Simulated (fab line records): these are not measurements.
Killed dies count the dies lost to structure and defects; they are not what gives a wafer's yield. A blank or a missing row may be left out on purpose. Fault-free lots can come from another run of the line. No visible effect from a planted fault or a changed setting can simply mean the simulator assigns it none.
Which tool was responsible? | flow sky130 | 39 wafers from 13 lots sampled at 6 of the route's 708 steps

## WHAT THE GAUGES READ, wafer by wafer
SKY_FIELD_ISO_THK_MEAS_25. Usual: for FIELD_ISO_CVD_24_THK the level is 595 nm and the standard deviation is 6.4.
lot  | measured    | on           | FIELD_ISO_CVD_24_THK (nm) | flag
L139 | day 2 06:23 | filmMetro-01 | 589 598 587               | 
L140 | day 2 13:07 | filmMetro-03 | 592 589 578               | 
L141 | day 2 17:23 | filmMetro-03 | 597 593 605               | 
L146 | day 3 20:59 | filmMetro-01 | 602 601 599               | 
L148 | day 4 09:43 | filmMetro-03 | 591 595 601               | 
L149 | day 4 12:15 | filmMetro-03 | 370 358 346               | OFF
L150 | day 4 19:17 | filmMetro-04 | 352 364 349               | OFF
L151 | day 5 00:47 | filmMetro-03 | 586 589 600               | 
L153 | day 5 09:50 | filmMetro-04 | 595 597 594               | 
L158 | day 6 10:56 | filmMetro-04 | 593 590 599               | 
L159 | day 6 17:55 | filmMetro-03 | 586 595 600               | 
L160 | day 7 06:29 | filmMetro-04 | 603 590 605               | 
L162 | day 7 06:38 | filmMetro-04 | 596 600 590               | 

SKY_NWELL_THK_MEAS_02. Usual: for NWELL_OXIDATION_THK the level is 9.99 nm and the standard deviation is 0.16.
lot  | measured    | on           | NWELL_OXIDATION_THK (nm) | flag
L139 | day 2 10:15 | filmMetro-02 | 10.12 10.09 10.04        | 
L140 | day 2 18:48 | filmMetro-03 | 10.16 10.21 10.06        | 
L141 | day 2 23:09 | filmMetro-02 | 10.07 9.95 10.23         | 
L146 | day 4 06:38 | filmMetro-02 | 9.83 9.91 9.87           | 
L148 | day 4 16:37 | filmMetro-02 | 9.76 9.84 9.93           | 
L151 | day 5 05:08 | filmMetro-02 | 9.92 9.80 10.05          | 
L153 | day 5 15:02 | filmMetro-03 | 9.88 10.14 9.88          | 
L158 | day 6 22:10 | filmMetro-02 | 9.91 10.13 10.20         | 
L159 | day 7 12:13 | filmMetro-03 | 10.27 10.11 10.12        | 
L160 | day 8 00:32 | filmMetro-03 | 10.05 9.97 9.91          | 
L162 | day 8 00:32 | filmMetro-02 | 9.94 9.77 9.94           | 

SKY_VT_ADJUST_HVTP_CD_MEAS_07 targets a cd of 380 nm. Usual: cdNm reads 380.4 nm (standard deviation 2.9).
lot  | measured     | on       | cdNm (nm)         | flag
L139 | day 5 19:20  | cdSem-01 | 375.8 376.5 378.2 | 
L140 | day 6 07:58  | cdSem-01 | 376.5 376.3 378.1 | 
L141 | day 6 11:59  | cdSem-02 | 379.9 381.5 380.1 | 
L146 | day 8 02:53  | cdSem-02 | 375.7 377.4 375.6 | 
L148 | day 8 14:01  | cdSem-01 | 382.5 381.2 381.0 | 
L151 | day 9 04:04  | cdSem-02 | 380.8 379.5 380.4 | 
L153 | day 9 16:41  | cdSem-01 | 377.7 378.1 378.1 | 
L158 | day 11 05:16 | cdSem-01 | 383.1 381.1 380.8 | 
L159 | day 12 00:29 | cdSem-02 | 384.9 384.8 384.7 | 
L160 | day 12 16:07 | cdSem-01 | 381.5 384.7 383.2 | 
L162 | day 12 16:28 | cdSem-01 | 385.4 384.0 383.0 | 

SKY_VT_ADJUST_LVTN_TW_MEAS_10. Usual: for VT_ADJUST_LVTN_TW the level is 242.0 and the standard deviation is 0.86.
lot  | measured     | on           | VT_ADJUST_LVTN_TW | flag
L139 | day 6 14:13  | filmMetro-02 | 243.4 244.0 243.2 | 
L140 | day 7 02:38  | filmMetro-04 | 243.1 242.1 242.1 | 
L141 | day 7 07:56  | filmMetro-02 | 240.7 241.6 240.7 | 
L146 | day 8 23:52  | filmMetro-02 | 243.1 241.7 242.7 | 
L148 | day 9 11:43  | filmMetro-04 | 243.0 241.2 241.0 | 
L151 | day 10 03:10 | filmMetro-04 | 241.6 244.0 240.9 | 
L153 | day 10 15:16 | filmMetro-02 | 241.4 242.2 241.6 | 
L158 | day 12 05:55 | filmMetro-03 | 241.3 240.5 239.7 | 
L159 | day 13 02:10 | filmMetro-02 | 241.6 242.1 240.7 | 
L160 | day 13 15:43 | filmMetro-04 | 241.9 242.7 241.7 | 
L162 | day 13 17:01 | filmMetro-04 | 241.2 243.0 243.6 | 

## EACH LOT AND THE TOOL THAT RAN IT (in order: tool; ch and the chambers of the sampled wafers; start)
lot  | SKY_FIELD_ISO_CVD_24            | SKY_FIELD_ISO_CMP_27
L139 | hdpcvd-01 ch 0,1, day 2 06:19   | cmp-01 ch 0,3, day 2 07:56
L140 | hdpcvd-02 ch 0,1,2, day 2 13:03 | cmp-01 ch 1,2, day 2 15:56
L141 | hdpcvd-01 ch 0,1,2, day 2 17:18 | cmp-01 ch 0,1,3, day 2 20:19
L146 | hdpcvd-01 ch 1,2, day 3 20:55   | cmp-01 ch 0,1,2, day 4 02:55
L148 | hdpcvd-01 ch 0,2, day 4 09:38   | cmp-01 ch 0,3, day 4 13:39
L149 | hdpcvd-02 ch 0,2, day 4 12:10   | cmp-02 ch 0,3, day 4 15:09
L150 | hdpcvd-02 ch 0,2, day 4 19:11   | cmp-01 ch 0,3, day 4 21:08
L151 | hdpcvd-01 ch 0,1, day 5 00:43   | cmp-02 ch 1,2,3, day 5 02:50
L153 | hdpcvd-01 ch 0,1,2, day 5 09:46 | cmp-01 ch 0,1,2, day 5 12:43
L158 | hdpcvd-01 ch 0,1,2, day 6 10:52 | cmp-02 ch 2,3, day 6 15:16
L159 | hdpcvd-01 ch 0,2, day 6 17:50   | cmp-01 ch 0,1,2, day 7 01:08
L160 | hdpcvd-01 ch 0,1, day 7 06:25   | cmp-01 ch 1,2, day 7 16:28
L162 | hdpcvd-01 ch 0,1,2, day 7 06:34 | cmp-01 ch 0,2,3, day 7 16:46
- SKY_FIELD_ISO_CVD_24: deposits SiO2, target thk 595 nm, time 99.2 s.
- SKY_FIELD_ISO_CMP_27: polishes, stops on Si3N4, t overpolish 16 s, target thk 457.8 nm.

## AS READ BY THE TOOLS THEMSELVES (means over the sampled wafers that have a number; for cases with no such wafer, the mark the record gives instead)
SKY_FIELD_ISO_CMP_27. Usual: motorCurrentA 11.3 A, standard deviation 1.1; timeToEndpointS 113 s, standard deviation 5.4.
lot  | tool   | motorCurrentA (A) | timeToEndpointS (s) | flag
L139 | cmp-01 | 11.2              | 108                 | 
L140 | cmp-01 | 11.0              | 118                 | 
L141 | cmp-01 | 10.5              | 111                 | 
L146 | cmp-01 | 11.0              | 115                 | 
L148 | cmp-01 | 11.3              | 109                 | 
L149 | cmp-02 | 12.7              | 70                  | OFF
L150 | cmp-01 | 11.4              | 65                  | OFF
L151 | cmp-02 | 10.9              | 115                 | 
L153 | cmp-01 | 11.1              | 114                 | 
L158 | cmp-02 | 11.0              | 112                 | 
L159 | cmp-01 | 11.1              | 109                 | 
L160 | cmp-01 | 11.2              | 118                 | 
L162 | cmp-01 | 11.8              | 108                 | 

## THE ANSWER, worked out from the rows above alone
Rule: take the mean of a lot's wafers that have a number; if it is more than 3 standard deviations from the usual mean, the lot is off. A lot without any number at a reading at which 4 lots or more have one is off too. The other lots that the step has rows for count as sound. Order of review: gauges by route order, followed by the tools' own readings, for which a lot's mean as printed above is used. The first step at which some lot is off is used, and at that step the reading that is off furthest; a lot without a number counts as furthest.
Off: L149, L150, seen at SKY_FIELD_ISO_THK_MEAS_25 (FIELD_ISO_CVD_24_THK).
If a tool, at a process step before that reading, ran all the lots that are off and no sound lot after the first of them, it fits. Not tried: the gauges at SKY_FIELD_ISO_THK_MEAS_25; whatever is off there is also off at SKY_FIELD_ISO_CMP_27, on other tools, and gauge error can't account for it. One fits: hdpcvd-02 at SKY_FIELD_ISO_CVD_24. Its last sound lot is L140 (day 2 13:03), its first lot that is off L149 (day 4 12:10): a fault that began between those two fits.

## WHAT THE SIMULATOR HAD INSERTED
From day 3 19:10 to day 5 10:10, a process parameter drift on hdpcvd-02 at SKY_FIELD_ISO_CVD_24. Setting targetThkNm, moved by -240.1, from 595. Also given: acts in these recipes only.
Lots struck among those shown: L149, L150. The same result came from the rule above.
